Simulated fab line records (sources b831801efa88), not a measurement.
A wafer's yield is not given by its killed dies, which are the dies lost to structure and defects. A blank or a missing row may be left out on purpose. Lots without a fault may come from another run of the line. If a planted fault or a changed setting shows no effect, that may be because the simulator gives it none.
Comparing a struck lot with a sound one :: flow sky130 :: 43 out of 708 route steps
Sound: the wafers L242.3, L242.5, L242.6. The struck wafers were L251.1, L251.2, L251.4. The cause comes at the end.
For every step that has rows: the tool of each side, followed by ch and its chambers, followed by its first start. Under that, the readings that differ: sound wafers :: struck wafers :: difference of the means :: sigmas: that difference in standard deviations of wafers without a fault.
alike: words and numbers the same on both sides, and readings whose means are apart by under 2 such deviations; not compared: readings that were withheld, readings missing a value for some wafer, numbers with overlapping values and no deviation given by the record, and bounds like >300 which may hide the same value.
A row with sigmas, a row that says differs or no value, or rows on one side alone: a step with any of these is where the two part. Non-overlapping numbers with no deviation appear without sigmas and do not part them. A reading that every wafer of one side lacks parts them only if that side has two wafers or more.

first, 4 steps without rows for these wafers: SKY_LDD_LDN_SOFTBAKE_03 (time 60 s); SKY_LDD_LDN_EXPOSE_04 (exposes mask LDNTM, target cd 700 nm); SKY_LDD_LDN_PEB_05; SKY_LDD_LDN_DEVELOP_06 (develop time 60 s).
SKY_LDD_LDN_OVL_MEAS_07:
  struck on overlay-02, day 27 07:24; sound on overlay-01, day 23 18:20
  alike: LDD_LDN_OVL
then, 5 steps without rows for these wafers: SKY_LDD_LDN_IMPLANT_08; SKY_LDD_LDN_IMPLANT_09; SKY_LDD_LDN_IMPLANT_10; SKY_LDD_LDN_IMPLANT_11; SKY_LDD_LDN_STRIP_12 (strips in O2/N2).
SKY_LDD_LDN_TW_MEAS_13:
  struck on filmMetro-03, day 27 08:08; sound on filmMetro-02, day 23 19:05
  alike: LDD_LDN_TW
then, 1 step without rows for these wafers: SKY_LDD_LDN_CLEAN_14 (cleans in SC1/SC2, time 150 s).
SKY_SPACER_CVD_00: deposits Si3N4 from DCS/NH3, target thk 43.1 nm, time 740 s.
  sound on lpcvd-02 ch 0, day 23 19:10; struck on lpcvd-02 ch 1, day 27 08:15
  alike: pressureMtorr
SKY_SPACER_THK_MEAS_01:
  struck on filmMetro-04, day 27 09:28; sound on filmMetro-04, day 23 20:24
  alike: SPACER_CVD_00_THK
SKY_SPACER_ETCHBACK_02: etches Si3N4 in CH3F/O2, stops on SiO2, time 46.7 s, target depth 45 nm.
  sound on rieDiel-01 ch 1,2,3, day 23 20:26; struck on rieDiel-04 ch 0,2,3, day 27 09:31
  alike: drypumpMotorCurrentA, oesProductAu, throttleValvePct
  not compared: rfHoursCounterH
then, 8 steps without rows for these wafers: SKY_POLY_CUT_DEHYDRATE_00 (time 60 s); SKY_POLY_CUT_HMDS_01 (prime time 60 s); SKY_POLY_CUT_COAT_02 (resist thk 60 nm); SKY_POLY_CUT_COAT_03 (resist thk 450 nm); SKY_POLY_CUT_SOFTBAKE_04 (time 90 s); SKY_POLY_CUT_EXPOSE_05 (exposes mask NPCM, target cd 270 nm); SKY_POLY_CUT_PEB_06; SKY_POLY_CUT_DEVELOP_07 (develop time 60 s).
SKY_POLY_CUT_CD_MEAS_08 targets a cd of 270 nm.
  struck on cdSem-01, day 28 14:19; sound on cdSem-01, day 25 02:53
  alike: cdNm
SKY_POLY_CUT_OVL_MEAS_09:
  struck on overlay-02, day 28 14:26; sound on overlay-02, day 25 02:59
  alike: POLY_CUT_OVL
SKY_POLY_CUT_ETCH_10: etches BARC in N2/H2, stops on SiO2, time 45.9 s, target depth 60 nm.
  sound on rieDiel-04 ch 1,2, day 25 03:01; struck on rieDiel-01 ch 0,1,3, day 28 14:29
  alike: drypumpMotorCurrentA, oesProductAu, throttleValvePct
  not compared: rfHoursCounterH
SKY_POLY_CUT_ETCH_11: etches Si3N4 in CF4/CH2F2/Ar, stops on poly-Si, time 42.5 s, target depth 60 nm.
  sound on rieDiel-04 ch 1,2, day 25 03:03; struck on rieDiel-01 ch 0,1,3, day 28 14:31
  alike: drypumpMotorCurrentA, mfcArSccm, oesProductAu, throttleValvePct
  not compared: rfHoursCounterH
SKY_POLY_CUT_STRIP_12: strips in O2/N2.
  sound on plasmaAsher-03 ch 0,1, day 25 03:08; struck on plasmaAsher-04 ch 0,1, day 28 14:34
reading: stripTimeToEndpointS (s)
sound: 5.325 5.303 5.341
struck: 5.397 5.404 5.384
difference: +0.072
sigmas: +4
  alike: drypumpMotorCurrentA, oesProductAu
  not compared: rfHoursCounterH
then, 7 steps without rows for these wafers: SKY_SD_P_DEHYDRATE_00 (time 60 s); SKY_SD_P_HMDS_01 (prime time 60 s); SKY_SD_P_COAT_02 (resist thk 1140 nm); SKY_SD_P_SOFTBAKE_03 (time 60 s); SKY_SD_P_EXPOSE_04 (exposes mask PSDM, target cd 380 nm); SKY_SD_P_PEB_05; SKY_SD_P_DEVELOP_06 (develop time 60 s).
SKY_SD_P_CD_MEAS_07 targets a cd of 380 nm.
  struck on cdSem-01, day 29 18:43; sound on cdSem-02, day 26 08:04
  alike: cdNm
SKY_SD_P_OVL_MEAS_08:
  struck on overlay-01, day 29 18:50; sound on overlay-01, day 26 08:10
  alike: SD_P_OVL
then, 1 step without rows for these wafers: SKY_SD_P_IMPLANT_09.
SKY_SD_P_STRIP_10: strips in O2/N2.
  sound on plasmaAsher-03 ch 0,1, day 26 08:22; struck on plasmaAsher-02 ch 0,1, day 29 19:02
  alike: drypumpMotorCurrentA, oesProductAu, stripTimeToEndpointS
  not compared: rfHoursCounterH
SKY_SD_P_TW_MEAS_11:
  struck on filmMetro-01, day 29 19:08; sound on filmMetro-01, day 26 08:28
  alike: SD_P_TW
then, 2 steps without rows for these wafers: SKY_RES_XHIGH_DEHYDRATE_00 (time 60 s); SKY_RES_XHIGH_HMDS_01 (prime time 60 s).
-- the record jumps here: 19 days lie between the struck wafers' starts before and after (it left off in module RES_XHIGH and takes up again in module PAD_OPEN, whose first step shown is number 708 of the route) --
SKY_PAD_OPEN_PROBE_99:
  struck on prober-01, day 48 18:28; sound on prober-01, day 46 07:08
reading: killedAtFrontEnd
sound: 16 10 14
struck: 60 54 58
difference: +44
sigmas: +10

reading: killedDies
sound: 86 70 85
struck: 124 126 112
difference: +40
sigmas: +4
  alike: killed_at_M0_to_M3, killed_at_M4_up, killedAtContacts, killedAtOther, killedOpen, killedShort

## WHERE THEY PART
First at SKY_POLY_CUT_STRIP_12; last, within this record, at SKY_PAD_OPEN_PROBE_99.

WHY: whatever the simulator had introduced
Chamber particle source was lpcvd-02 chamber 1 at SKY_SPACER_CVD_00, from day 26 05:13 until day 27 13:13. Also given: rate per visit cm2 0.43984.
